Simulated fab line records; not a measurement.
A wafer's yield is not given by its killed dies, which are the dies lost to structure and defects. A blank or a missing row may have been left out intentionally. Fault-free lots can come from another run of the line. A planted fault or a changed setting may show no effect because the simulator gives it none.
Code-filled problem report in 8D (eight disciplines) form    flow sky130    the parts of the form that need people (team, actions taken, sign-off) are left out

== 1. WHAT WENT WRONG ==
Across 3 wafers from 3 lots, VIA3_HDPCVD_THK at SKY_VIA3_THK_MEAS_01 averages 524 nm, while fault-free wafers read 1626 nm with a standard deviation of 19. Relative to the usual mean, that is a shift of -58 standard deviations.
Seen first at day 44 08:01 on film_metro-03, wafer L728.5. Wafers with a number at this step in the record: 36, from 13 lots. Rule for "out", or "out of limits": more than 4 standard deviations from the usual mean. All remaining wafers that have a number are taken as sound.

== 2. WHAT IT IS, WHAT IT ISN'T ==
question                     is                            is not
which readings at this step  VIA3_HDPCVD_THK               -
which lots                   L728, L729, L734              L712, L714, L716, L717, L718, L720, L721, L722, L723, L724
which wafers of those lots   L728.5, L729.4, L734.4        L728.1, L729.2, L734.1
read on which gauges         film_metro-02, film_metro-03  film_metro-01
when                         from day 44 08:01             up to then (31 sound wafers); but 2 sound wafers of L729, L734 came after

== 3. THE SUSPECTS, EACH WITH WHAT RULES IT OUT ==
Counting: a tool at a process step up to the reading stays a suspect if it ran every lot that is out. Sound lots after the first of them don't rule it out here, since some wafers of a struck lot are sound.
- the gauge at SKY_VIA3_THK_MEAS_01: ruled out. Those wafers that are out were read across 2 gauges (film_metro-02, film_metro-03).
- hdpcvd-02 at SKY_VIA3_HDPCVD_00 (deposits SiO2, target thk 1635 nm, time 272.5 s): kept. Ran every lot that is out, first one L728 (day 44 07:50); last sound lot up to then L724 (day 42 20:20). Its own readings are out on those wafers: run_length_s.
Remaining after the count: hdpcvd-02 at SKY_VIA3_HDPCVD_00.

== 4. THE CAUSE (what the simulator had put in) ==
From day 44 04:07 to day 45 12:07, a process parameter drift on hdpcvd-02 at SKY_VIA3_HDPCVD_00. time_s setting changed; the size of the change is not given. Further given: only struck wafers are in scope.
Only this tool survived the counting.

== 5. SEQUENCE OF EFFECTS, ordered by route ==
Each row: a reading where the mean over the struck wafers with a number is more than 3 standard deviations away from the usual. Readings are gone through only where the record gives a usual standard deviation; hours: the median, over the lots, of the time from a lot's start at the first step in this table giving one to that lot's start at this step; sigmas: the change measured in usual standard deviations.
hours  step                  reading          usual    on struck wafers  change  sigmas
0      SKY_VIA3_HDPCVD_00    run_length_s     300.4 s  114.8             -185.6  -99 or more
0      SKY_VIA3_THK_MEAS_01  VIA3_HDPCVD_THK  1626 nm  524               -1102   -58
It contains these process steps:
- SKY_VIA3_HDPCVD_00: deposits SiO2, target thk 1635 nm, time 272.5 s.

== 6. WHAT WOULD HAVE CAUGHT IT SOONER ==
Counted from the fault's start at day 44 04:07, it took 4 hours until the first out-of-limits reading at a measuring or inspecting step in this record, taken at day 44 08:01.
The tool's own readings at SKY_VIA3_HDPCVD_00 were out on every struck wafer that the step has a row for (run_length_s): an alarm limit on them would have fired on the first of those.
Of the lots that are out (3), L729, L734 began SKY_VIA3_HDPCVD_00 on hdpcvd-02 after day 44 08:01. A hold on the tool at that time would have spared those 2.
